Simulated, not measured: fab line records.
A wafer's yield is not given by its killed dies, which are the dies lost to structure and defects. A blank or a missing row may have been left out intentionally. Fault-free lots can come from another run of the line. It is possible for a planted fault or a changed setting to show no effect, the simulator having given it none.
Problem report, 8D (eight disciplines) form, completed by code / flow gf180mcu / the parts of the form that need people (team, actions taken, sign-off) are left out

== 1. THE ISSUE ==
At GF_M5_ETCH_09, rf-fwd-power-W averages 912 W over 2 wafers from 2 lots, while fault-free wafers read 785 W, standard deviation 4.6. Relative to the usual mean, that is a shift of +28 standard deviations.
The step: etches Si3N4 in CF4/O2, target depth 52 nm, time 11.6 s.
Seen first at day 30 16:56 on rie-diel-04, wafer L206.3. The record holds 36 wafers of 12 lots with a number at this step. The rule behind "out" and "out of limits": a value lying over 4 standard deviations away from the usual mean. The other wafers with a number count as sound.

== 2. WHAT THIS IS AND IS NOT ==
question=which readings at this step | is=rf-fwd-power-W, oes-product-au | is not=bias-w, drypump-motor-current-A
question=which lots | is=L206, L207 | is not=L193, L194, L195, L196, L201, L203, L204, L205, L210, L215
question=which wafers of those lots | is=L206.3, L207.1 | is not=L206.1, L206.5, L207.3, L207.4
question=read on which tools | is=rie-diel-04 | is not=rie-diel-01, rie-diel-02
question=when | is=from day 30 16:56 | is not=up to then (26 sound wafers); but 8 sound wafers of L207, L210, L215 came after

== 3. THE SUSPECTS, EACH WITH WHAT RULES IT OUT ==
Counting: any tool at a process step up to the reading remains a suspect provided it ran every lot that is out. Sound lots after the first of them don't rule it out here, since some wafers of a struck lot are sound.
- rie-diel-04 at GF_M5_ETCH_09 (etches Si3N4 in CF4/O2, target depth 52 nm, time 11.6 s): kept. Every lot that is out went through it, the first being L206 (day 30 16:56); the last sound lot it ran before that was L205 (day 30 02:26). Its own oes-product-au, rf-fwd-power-W readings are out on those wafers.
- Within rie-diel-04 at GF_M5_ETCH_09: the wafers that are out ran in chamber 3; their sound lot-mates ran in chambers 0, 1, 2.
Left after counting: rie-diel-04 at GF_M5_ETCH_09.

== 4. THE CAUSE (what the simulator had put in) ==
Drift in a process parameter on rie-diel-04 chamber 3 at GF_M5_ETCH_09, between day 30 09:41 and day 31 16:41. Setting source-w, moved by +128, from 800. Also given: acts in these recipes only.
This tool alone remained once counting was done.

== 5. SEQUENCE OF EFFECTS, ordered by route ==
One row per reading whose mean, taken over the struck wafers that have a number, lies over 3 standard deviations from the usual. Only readings whose record carries a usual standard deviation are examined. hours: median over the lots of the time between each lot's start at the first step of this table that gives one and its start at this step. sigmas: the change, counted in usual standard deviations.
hours=0; step=GF_M5_ETCH_09; reading=oes-product-au; usual=1.002 a.u.; on struck wafers=1.094; change=+0.092; sigmas=+9.7
hours=0; step=GF_M5_ETCH_09; reading=rf-fwd-power-W; usual=785 W; on struck wafers=912; change=+127; sigmas=+28
hours=0; step=GF_M5_ETCH_09; reading=throttle-valve-pct; usual=5.969 %; on struck wafers=5.999; change=+0.030; sigmas=+3.3
The process steps in it:
- GF_M5_ETCH_09: etches Si3N4 in CF4/O2, target depth 52 nm, time 11.6 s.

== 6. HOW IT WOULD HAVE BEEN CAUGHT EARLIER ==
7 hours passed between the start of the fault at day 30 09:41 and the first reading out of limits in this record, taken at day 30 16:56.
